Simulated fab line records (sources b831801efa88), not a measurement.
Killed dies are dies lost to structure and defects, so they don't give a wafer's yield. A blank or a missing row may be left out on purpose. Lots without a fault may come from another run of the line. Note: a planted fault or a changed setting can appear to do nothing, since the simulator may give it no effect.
A lot that was struck, set against a sound lot / flow sky130 / 43 steps out of a route of 708
Sound: the wafers L614.2, L614.3, L614.6. The struck wafers were L625.2, L625.4, L625.6. The cause is named last.
Order at every step that has rows: each side's tool, ch and its chambers, its first start. Under that, the readings that differ: sound wafers / struck wafers / difference of the means / sigmas: that difference in standard deviations of wafers without a fault.
alike: readings with means less than 2 such deviations apart, plus words and numbers identical on both sides. not compared: withheld readings, readings lacking a value on some wafer, bounds such as >300 that could conceal the same value, and numbers that have no deviation in the record and whose values overlap.
A row with sigmas, a row that says differs or no value, or rows on one side alone: a step with any of these is where the two part. When numbers do not overlap yet have no deviation, they are printed without sigmas and do not part them. A reading missing from all wafers of one side parts the sides only when that side holds two or more wafers.

first, 7 steps without rows for these wafers: SKY_POLY_GATE_HMDS_06 (prime time 60 s); SKY_POLY_GATE_COAT_07 (resist thk 110 nm); SKY_POLY_GATE_COAT_08 (resist thk 450 nm); SKY_POLY_GATE_SOFTBAKE_09 (time 90 s); SKY_POLY_GATE_EXPOSE_10 (exposes mask P1M, target cd 150 nm); SKY_POLY_GATE_PEB_11; SKY_POLY_GATE_DEVELOP_12 (develop time 60 s).
SKY_POLY_GATE_CD_MEAS_13: target cd 150 nm.
  sound on cd-sem-02 at day 18 13:07; struck on cd-sem-01 at day 23 05:15
  alike: cd-nm
SKY_POLY_GATE_OVL_MEAS_14:
  sound on overlay-01 at day 18 13:13; struck on overlay-01 at day 23 05:21
  alike: POLY_GATE_OVL
SKY_POLY_GATE_ETCH_15: etches BARC in N2/H2, stops on SiO2, time 118.5 s, target depth 110 nm.
  sound on rie-diel-03 ch 0,2,3, day 18 13:15; struck on rie-diel-02 ch 0,1, day 23 05:23
  alike: drypump-motor-current-A, oes-product-au, throttle-valve-pct
  not compared: rf-hours-counter-h
SKY_POLY_GATE_ETCH_16: etches Si3N4 in CH3F/O2, stops on poly-Si, time 147.5 s, target depth 75 nm.
  sound on rie-diel-03 ch 0,2,3, day 18 13:20; struck on rie-diel-02 ch 0,1, day 23 05:28
  alike: drypump-motor-current-A, oes-product-au, throttle-valve-pct
  not compared: rf-hours-counter-h
SKY_POLY_GATE_ETCH_17: etches poly-Si in HBr/Cl2, stops on SiO2, target depth 180 nm, time 70.5 s.
  sound on rie-si-02 ch 1,2, day 18 13:26; struck on rie-si-02 ch 2,3, day 23 05:34
  alike: drypump-motor-current-A, oes-product-au, throttle-valve-pct
  not compared: rf-hours-counter-h
SKY_POLY_GATE_STRIP_18: strips in O2/N2.
  sound on plasma-asher-02 ch 0,1, day 18 13:29; struck on plasma-asher-01 ch 0, day 23 05:37
  alike: drypump-motor-current-A, oes-product-au, strip-time-to-endpoint-s
  not compared: rf-hours-counter-h
then, 2 steps without rows for these wafers: SKY_POLY_GATE_CLEAN_19 (cleans in SC1/SC2, time 150 s); SKY_POLY_GATE_OXIDATION_20 (stabilise 600 s, purge 300 s, target thk 4 nm).
SKY_POLY_GATE_THK_MEAS_21:
  sound on film-metro-02 at day 18 18:39; struck on film-metro-01 at day 23 08:26
  alike: POLY_GATE_OXIDATION_THK
SKY_POLY_GATE_CD_MEAS_22:
  sound on cd-sem-01 at day 18 18:44; struck on cd-sem-02 at day 23 08:31
  alike: cd-nm
then, 7 steps without rows for these wafers: SKY_LDD_N_DEHYDRATE_00 (time 60 s); SKY_LDD_N_HMDS_01 (prime time 60 s); SKY_LDD_N_COAT_02 (resist thk 300 nm); SKY_LDD_N_SOFTBAKE_03 (time 60 s); SKY_LDD_N_EXPOSE_04 (exposes mask NTM, target cd 840 nm); SKY_LDD_N_PEB_05; SKY_LDD_N_DEVELOP_06 (develop time 60 s).
SKY_LDD_N_OVL_MEAS_07:
  sound on overlay-02 at day 20 01:24; struck on overlay-01 at day 24 14:53
  alike: LDD_N_OVL
then, 8 steps without rows for these wafers: SKY_LDD_N_IMPLANT_08; SKY_LDD_N_IMPLANT_09; SKY_LDD_N_IMPLANT_10; SKY_LDD_N_IMPLANT_11; SKY_LDD_N_IMPLANT_12; SKY_LDD_N_IMPLANT_13; SKY_LDD_N_IMPLANT_14; SKY_LDD_N_IMPLANT_15.
SKY_LDD_N_STRIP_16: strips in O2/N2.
  sound on plasma-asher-03 ch 0,1, day 20 02:38; struck on plasma-asher-03 ch 1, day 24 16:07
  alike: drypump-motor-current-A, oes-product-au, strip-time-to-endpoint-s
  not compared: rf-hours-counter-h
SKY_LDD_N_TW_MEAS_17:
  sound on film-metro-03 at day 20 02:44; struck on film-metro-04 at day 24 16:13
  alike: LDD_N_TW
then, 7 steps without rows for these wafers: SKY_LDD_P_DEHYDRATE_00 (time 60 s); SKY_LDD_P_HMDS_01 (prime time 60 s); SKY_LDD_P_COAT_02 (resist thk 1140 nm); SKY_LDD_P_SOFTBAKE_03 (time 60 s); SKY_LDD_P_EXPOSE_04 (exposes mask PSDM, target cd 380 nm); SKY_LDD_P_PEB_05; SKY_LDD_P_DEVELOP_06 (develop time 60 s).
-- record jumps: 26 days separate the struck wafers' starts on either side; left off in module LDD_P, taken up again in module PAD_OPEN, whose first shown step is the route's number 708 --
SKY_PAD_OPEN_PROBE_99:
  record: rows for the struck wafers here (prober-02, day 50 09:57), none for the sound ones

WHERE THEY PART
Only at SKY_PAD_OPEN_PROBE_99, as far as this record shows.

WHY: the cause the simulator had injected
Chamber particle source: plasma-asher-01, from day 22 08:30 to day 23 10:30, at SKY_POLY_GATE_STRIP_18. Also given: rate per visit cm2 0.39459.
